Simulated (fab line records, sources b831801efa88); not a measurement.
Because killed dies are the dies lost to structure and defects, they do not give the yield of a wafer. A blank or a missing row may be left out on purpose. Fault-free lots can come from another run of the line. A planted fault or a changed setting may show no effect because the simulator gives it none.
Which of the tools did it? | flow gf180mcu | 24 lots with 72 wafers sampled at 5 steps, on a route of 602 steps

== WHAT THE GAUGES READ, wafer by wafer ==
GF_M2_THK_MEAS_06: measures by xrf.
lot  | measured     | on           | M2_ALCU_THK (nm)
L074 | day 18 05:13 | filmMetro-03 | 448 453 455
L075 | day 18 09:29 | filmMetro-02 | 446 451 443
L076 | day 18 15:35 | filmMetro-03 | 448 446 447
L077 | day 19 08:01 | filmMetro-03 | 453 447 453
L078 | day 19 20:46 | filmMetro-01 | 456 454 453
L079 | day 20 03:58 | filmMetro-02 | 449 448 451
L080 | day 20 09:04 | filmMetro-03 | 447 450 446
L081 | day 21 07:52 | filmMetro-01 | 452 454 457
L082 | day 21 08:22 | filmMetro-01 | 448 437 445
L083 | day 21 15:53 | filmMetro-02 | 455 445 451
L084 | day 22 02:10 | filmMetro-01 | 459 455 454
L085 | day 22 12:21 | filmMetro-01 | 439 455 444
L086 | day 22 18:55 | filmMetro-03 | 447 453 448
L087 | day 23 02:44 | filmMetro-01 | 452 458 455
L088 | day 23 08:49 | filmMetro-01 | 449 445 459
L089 | day 23 13:20 | filmMetro-03 | 461 454 456
L090 | day 23 23:49 | filmMetro-01 | 450 455 443
L091 | day 24 10:26 | filmMetro-02 | 461 450 452
L092 | day 25 06:05 | filmMetro-03 | 440 431 434
L093 | day 25 15:34 | filmMetro-02 | 465 458 461
L094 | day 25 17:35 | filmMetro-03 | 447 451 459
L095 | day 25 21:34 | filmMetro-03 | 452 448 440
L096 | day 26 02:08 | filmMetro-01 | 455 450 459
L097 | day 26 07:22 | filmMetro-03 | 445 445 451

GF_V2_BOW_MEAS_05.
lot  | measured     | on           | V2_BOW (um)
L074 | day 19 06:37 | filmMetro-02 | 97 83 78
L075 | day 19 10:13 | filmMetro-01 | 98 97 114
L076 | day 19 17:13 | filmMetro-01 | 105 82 96
L077 | day 20 09:49 | filmMetro-01 | 92 99 90
L078 | day 20 22:23 | filmMetro-01 | 89 91 82
L079 | day 21 06:32 | filmMetro-02 | 98 92 87
L080 | day 21 10:59 | filmMetro-02 | 110 113 105
L081 | day 22 08:25 | filmMetro-04 | 105 100 102
L082 | day 22 09:04 | filmMetro-02 | 109 94 99
L083 | day 22 16:11 | filmMetro-04 | 101 85 92
L084 | day 23 01:39 | filmMetro-02 | 89 95 90
L085 | day 23 11:36 | filmMetro-02 | 105 113 100
L086 | day 23 18:40 | filmMetro-01 | 112 105 93
L087 | day 24 02:25 | filmMetro-04 | 88 110 99
L088 | day 24 08:07 | filmMetro-04 | 107 100 98
L089 | day 24 12:40 | filmMetro-04 | 99 98 97
L090 | day 24 22:02 | filmMetro-01 | 104 93 100
L091 | day 25 08:50 | filmMetro-02 | 101 100 108
L092 | day 26 03:52 | filmMetro-02 | 85 100 95
L093 | day 26 13:44 | filmMetro-01 | 97 97 99
L094 | day 26 15:35 | filmMetro-01 | 101 93 90
L095 | day 26 18:53 | filmMetro-04 | 97 102 97
L096 | day 27 00:04 | filmMetro-04 | 90 94 104
L097 | day 27 04:49 | filmMetro-01 | 98 106 94

GF_V2_CD_MEAS_14: the cd target is 260 nm.
lot  | measured     | on       | cdNm (nm)
L074 | day 20 06:49 | cdSem-01 | 260.7 260.7 261.2
L075 | day 20 10:43 | cdSem-02 | 259.7 262.2 260.9
L076 | day 20 17:17 | cdSem-02 | 259.4 260.2 258.0
L077 | day 21 10:00 | cdSem-01 | 260.1 260.9 261.1
L078 | day 21 21:25 | cdSem-02 | 259.3 259.7 259.2
L079 | day 22 06:20 | cdSem-02 | 259.8 259.6 258.8
L080 | day 22 10:23 | cdSem-01 | 259.2 258.2 257.9
L081 | day 23 07:30 | cdSem-01 | 260.2 259.6 260.3
L082 | day 23 08:11 | cdSem-01 | 259.2 260.2 260.9
L083 | day 23 15:37 | cdSem-01 | 258.6 261.2 259.3
L084 | day 24 00:29 | cdSem-01 | 260.9 261.2 260.8
L085 | day 24 09:55 | cdSem-02 | 260.6 260.3 261.2
L086 | day 24 16:34 | cdSem-01 | 258.4 259.4 259.1
L087 | day 24 23:53 | cdSem-02 | 261.3 261.8 262.9
L088 | day 25 04:49 | cdSem-02 | 259.0 260.0 259.5
L089 | day 25 10:52 | cdSem-01 | 259.7 258.4 260.5
L090 | day 25 18:37 | cdSem-02 | 257.7 258.5 258.6
L091 | day 26 06:17 | cdSem-01 | 260.7 259.5 260.3
L092 | day 27 01:14 | cdSem-02 | 259.7 259.9 259.6
L093 | day 27 10:45 | cdSem-02 | 261.5 261.6 260.9
L094 | day 27 12:10 | cdSem-02 | 259.7 260.2 259.5
L095 | day 27 15:37 | cdSem-02 | 261.2 262.3 261.8
L096 | day 27 19:55 | cdSem-01 | 260.4 259.0 259.3
L097 | day 28 00:48 | cdSem-02 | 260.9 261.9 261.5

== EACH LOT AND THE TOOL THAT RAN IT (in order: tool; ch and the chambers of the sampled wafers; start) ==
lot  | GF_M2_STRIP_17                      | GF_V2_CMP_04
L074 | plasmaAsher-02 ch 0,1, day 19 05:32 | cmp-02 ch 1,3, day 19 06:22
L075 | plasmaAsher-03 ch 0,1, day 19 09:08 | cmp-02 ch 2,3, day 19 09:55
L076 | plasmaAsher-01 ch 0,1, day 19 15:46 | cmp-01 ch 0,2,3, day 19 16:53
L077 | plasmaAsher-02 ch 0,1, day 20 08:43 | cmp-02 ch 1,2, day 20 09:28
L078 | plasmaAsher-01 ch 0,1, day 20 21:13 | cmp-01 ch 0,1,3, day 20 22:11
L079 | plasmaAsher-02 ch 1, day 21 05:26   | cmp-02 ch 0,1,3, day 21 06:16
L080 | plasmaAsher-02 ch 0,1, day 21 09:53 | cmp-01 ch 2,3, day 21 10:40
L081 | plasmaAsher-02 ch 0,1, day 22 07:19 | cmp-02 ch 1,2,3, day 22 08:05
L082 | plasmaAsher-02 ch 0,1, day 22 07:58 | cmp-01 ch 0,1,3, day 22 08:44
L083 | plasmaAsher-02 ch 0,1, day 22 15:04 | cmp-01 ch 0,1,3, day 22 15:59
L084 | plasmaAsher-01 ch 0,1, day 23 00:32 | cmp-01 ch 0,2, day 23 01:24
L085 | plasmaAsher-02 ch 0,1, day 23 10:28 | cmp-01 ch 0,3, day 23 11:17
L086 | plasmaAsher-03 ch 0, day 23 17:31   | cmp-01 ch 0,1,3, day 23 18:24
L087 | plasmaAsher-02 ch 0,1, day 24 01:16 | cmp-01 ch 0,1,2, day 24 02:08
L088 | plasmaAsher-01 ch 0,1, day 24 06:58 | cmp-01 ch 1,2,3, day 24 07:52
L089 | plasmaAsher-02 ch 0,1, day 24 11:29 | cmp-02 ch 0,1,2, day 24 12:20
L090 | plasmaAsher-02 ch 0,1, day 24 20:35 | cmp-02 ch 0,2,3, day 24 21:44
L091 | plasmaAsher-02 ch 0,1, day 25 07:43 | cmp-01 ch 0,2,3, day 25 08:28
L092 | plasmaAsher-03 ch 1, day 26 02:47   | cmp-02 ch 0,3, day 26 03:34
L093 | plasmaAsher-02 ch 0,1, day 26 12:36 | cmp-02 ch 0,1,3, day 26 13:26
L094 | plasmaAsher-01 ch 0,1, day 26 14:29 | cmp-02 ch 0,2,3, day 26 15:17
L095 | plasmaAsher-02 ch 0,1, day 26 17:46 | cmp-01 ch 0,1, day 26 18:34
L096 | plasmaAsher-03 ch 0,1, day 26 22:58 | cmp-02 ch 0,1,2, day 26 23:55
L097 | plasmaAsher-01 ch 0,1, day 27 03:44 | cmp-02 ch 0,1,3, day 27 04:31
- GF_M2_STRIP_17: strips in O2/N2.
- GF_V2_CMP_04: polishes SiO2.

== WHAT THE TOOLS THEMSELVES READ (means of the sampled wafers that have a number; where no wafer has one, the mark that the record gives instead) ==
GF_M2_STRIP_17.
lot  | tool           | drypumpMotorCurrentA (A) | heaterPowerW (W) | oesProductAu (a.u.) | stripTimeToEndpointS (s)
L074 | plasmaAsher-02 | 5.2                      | 324              | 0.559               | 7.89
L075 | plasmaAsher-03 | 5.5                      | 333              | 0.555               | 7.84
L076 | plasmaAsher-01 | 5.8                      | 381              | 0.560               | 7.89
L077 | plasmaAsher-02 | 5.4                      | 346              | 0.545               | 7.77
L078 | plasmaAsher-01 | 5.6                      | 383              | 0.558               | 7.88
L079 | plasmaAsher-02 | 5.0                      | 308              | 0.556               | 7.86
L080 | plasmaAsher-02 | 5.2                      | 328              | 0.556               | 7.89
L081 | plasmaAsher-02 | 5.2                      | 326              | 0.556               | 7.85
L082 | plasmaAsher-02 | 5.4                      | 345              | 0.557               | 7.88
L083 | plasmaAsher-02 | 5.2                      | 324              | 0.563               | 7.92
L084 | plasmaAsher-01 | 5.6                      | 377              | 0.564               | 7.84
L085 | plasmaAsher-02 | 5.4                      | 344              | 0.563               | 7.90
L086 | plasmaAsher-03 | 5.8                      | 343              | 0.556               | 7.88
L087 | plasmaAsher-02 | 5.4                      | 340              | 0.563               | 7.91
L088 | plasmaAsher-01 | 5.8                      | 384              | 0.557               | 7.91
L089 | plasmaAsher-02 | 5.2                      | 327              | 0.554               | 7.84
L090 | plasmaAsher-02 | 5.4                      | 342              | 0.563               | 7.94
L091 | plasmaAsher-02 | 5.2                      | 324              | 0.564               | 7.96
L092 | plasmaAsher-03 | 5.3                      | 327              | 0.556               | 7.90
L093 | plasmaAsher-02 | 5.2                      | 329              | 0.556               | 7.88
L094 | plasmaAsher-01 | 5.6                      | 375              | 0.555               | 7.84
L095 | plasmaAsher-02 | 5.4                      | 343              | 0.557               | 7.82
L096 | plasmaAsher-03 | 5.7                      | 337              | 0.557               | 7.90
L097 | plasmaAsher-01 | 5.6                      | 381              | 0.566               | 7.96

GF_V2_CMP_04.
lot  | tool   | motorCurrentA (A) | platenRpm (rpm) | timeToEndpointS (s)
L074 | cmp-02 | 12.6              | 59.98           | 81
L075 | cmp-02 | 13.3              | 59.97           | 81
L076 | cmp-01 | 12.4              | 59.95           | 79
L077 | cmp-02 | 13.0              | 59.99           | 80
L078 | cmp-01 | 11.8              | 60.04           | 79
L079 | cmp-02 | 13.0              | 60.00           | 83
L080 | cmp-01 | 12.8              | 59.99           | 82
L081 | cmp-02 | 12.5              | 60.00           | 83
L082 | cmp-01 | 12.2              | 60.00           | 78
L083 | cmp-01 | 11.8              | 60.02           | 77
L084 | cmp-01 | 12.4              | 60.06           | 80
L085 | cmp-01 | 12.3              | 59.96           | 79
L086 | cmp-01 | 11.5              | 59.97           | 75
L087 | cmp-01 | 12.0              | 59.99           | 74
L088 | cmp-01 | 12.2              | 59.98           | 78
L089 | cmp-02 | 12.2              | 59.95           | 76
L090 | cmp-02 | 12.6              | 60.03           | 80
L091 | cmp-01 | 12.3              | 60.03           | 80
L092 | cmp-02 | 12.5              | 60.02           | 76
L093 | cmp-02 | 13.2              | 59.99           | 75
L094 | cmp-02 | 12.6              | 59.99           | 77
L095 | cmp-01 | 11.5              | 60.02           | 86
L096 | cmp-02 | 12.3              | 59.98           | 77
L097 | cmp-02 | 13.1              | 60.02           | 80

== THE ANSWER, worked out from the rows above alone ==
Rule: the usual values come from the lots themselves. Put in order of their means at a reading, lots are off if they are a third of the lots or fewer, leave a main group of 4 or more, and stand apart from it by a gap of 3 or more times the standard deviation of the main group's means; of several such gaps the widest counts. Not used: any main group whose means are identical at the precision the tables above print for the reading. A lot without any number at a reading at which 4 lots or more have one is off too. Where the step has rows for the other lots, those lots are counted as sound. After the gauges, taken in route order, come the tools' own readings; for these a lot's mean is taken, as printed above. The first step at which some lot is off is used, and at that step the reading that is off furthest; a lot without a number counts as furthest.
Nothing can be told from this: no lot is off at any reading shown.

== WHAT THE SIMULATOR HAD PUT IN ==
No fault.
